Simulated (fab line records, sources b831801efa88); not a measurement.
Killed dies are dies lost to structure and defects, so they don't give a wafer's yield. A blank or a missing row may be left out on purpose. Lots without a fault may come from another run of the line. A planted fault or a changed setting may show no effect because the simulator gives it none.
Chamber matching | flow gf180mcu | GF_STI_CMP_25 on cmp-01: 4 sister chambers
The step polishes, stops on Si3N4, t overpolish 33 s, target thk 524.6 nm. 4 wafers are shown with their chamber, then 10 later ones without.

WAFERS WITH THEIR CHAMBER
wafer  | chamber | motor_current_A (A)
L278.6 | 0       | 10.2
L283.2 | 2       | 12.7
L284.1 | 1       | 12.8
L284.2 | 3       | 10.6

WAFERS WITHOUT THEIR CHAMBER
wafer  | motor_current_A (A)
L284.6 | 12.7
L290.1 | 12.3
L290.4 | 13.1
L290.6 | 10.0
L291.2 | 12.6
L291.4 | 10.5
L291.6 | 10.2
L292.1 | 10.2
L292.2 | 12.0
L292.5 | 10.6

WHICH CHAMBER EACH WENT THROUGH
wafer  | from the rows above     | in truth
L284.6 | can't be placed: 2 or 1 | 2
L290.1 | can't be placed: 2 or 1 | 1
L290.4 | can't be placed: 1 or 2 | 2
L290.6 | can't be placed: 0 or 3 | 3
L291.2 | can't be placed: 2 or 1 | 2
L291.4 | can't be placed: 3 or 0 | 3
L291.6 | can't be placed: 0 or 3 | 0
L292.1 | can't be placed: 0 or 3 | 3
L292.2 | can't be placed: 2 or 1 | 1
L292.5 | can't be placed: 3 or 0 | 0
Placed correctly: 0 of 10. Can't be placed from these rows: 10 (the true chamber is among the candidates in 10). Placed wrongly: 0.
How it was worked out, from the rows above alone: a wafer's distance from a chamber is the root of the sum, over the readings, of the square of ((its reading less the chamber's mean) divided by the reading's scatter). The wafer belongs to the nearest chamber; if the next one is less than 2 further off, it can't be placed. A chamber's mean is the mean of its shown wafers. The scatter: with one shown wafer a chamber, the root of the mean of the squares of how far each hidden wafer lies from its nearest shown one.
